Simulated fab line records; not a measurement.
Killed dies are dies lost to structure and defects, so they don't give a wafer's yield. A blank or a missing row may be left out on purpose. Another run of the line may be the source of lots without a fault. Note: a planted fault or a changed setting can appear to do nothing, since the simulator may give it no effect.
Matching of chambers | flow sky130 | SKY_CONTACT_CMP_27 on cmp-01: 4 sister chambers
The step polishes, stops on SiO2, t overpolish 15 s, target thk 0 nm. 4 wafers are shown with their chamber, then 11 later ones without.

== WAFERS WITH THEIR CHAMBER ==
wafer  | chamber | motor_current_A (A)
L080.2 | 1       | 11.2
L081.6 | 0       | 10.3
L086.6 | 2       | 12.4
L088.1 | 3       | 10.3

== WAFERS MISSING THEIR CHAMBER ==
wafer  | motor_current_A (A)
L088.5 | 12.2
L088.6 | 10.6
L090.1 | 11.8
L090.4 | 10.3
L090.6 | 9.8
L092.3 | 10.6
L092.4 | 10.7
L092.5 | 10.5
L094.1 | 10.4
L094.5 | 10.0
L094.6 | 9.8

== CHAMBER TAKEN BY EACH ==
wafer  | from the rows above          | in truth
L088.5 | 2                            | 2
L088.6 | can't be placed: 0 or 3 or 1 | 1
L090.1 | can't be placed: 2 or 1      | 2
L090.4 | can't be placed: 0 or 3      | 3
L090.6 | can't be placed: 0 or 3      | 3
L092.3 | can't be placed: 0 or 3 or 1 | 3
L092.4 | can't be placed: 0 or 3 or 1 | 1
L092.5 | can't be placed: 0 or 3 or 1 | 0
L094.1 | can't be placed: 0 or 3 or 1 | 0
L094.5 | can't be placed: 0 or 3      | 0
L094.6 | can't be placed: 0 or 3      | 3
Correct placement for 1 of the 11. From these rows, 10 cannot be placed; in 10 the true chamber is one of the candidates. Wrongly placed: 0.
How it was worked out, from the rows above alone: a wafer's distance from a chamber is the root of the sum, over the readings, of the square of ((its reading less the chamber's mean) divided by the reading's scatter). If the next closest chamber is less than 2 further off than the closest, the wafer can't be placed; otherwise it belongs to the closest. A chamber's mean is the mean of its shown wafers. The scatter (one wafer shown for each chamber): square how far every hidden wafer sits from the nearest shown wafer, average those squares and take the square root.
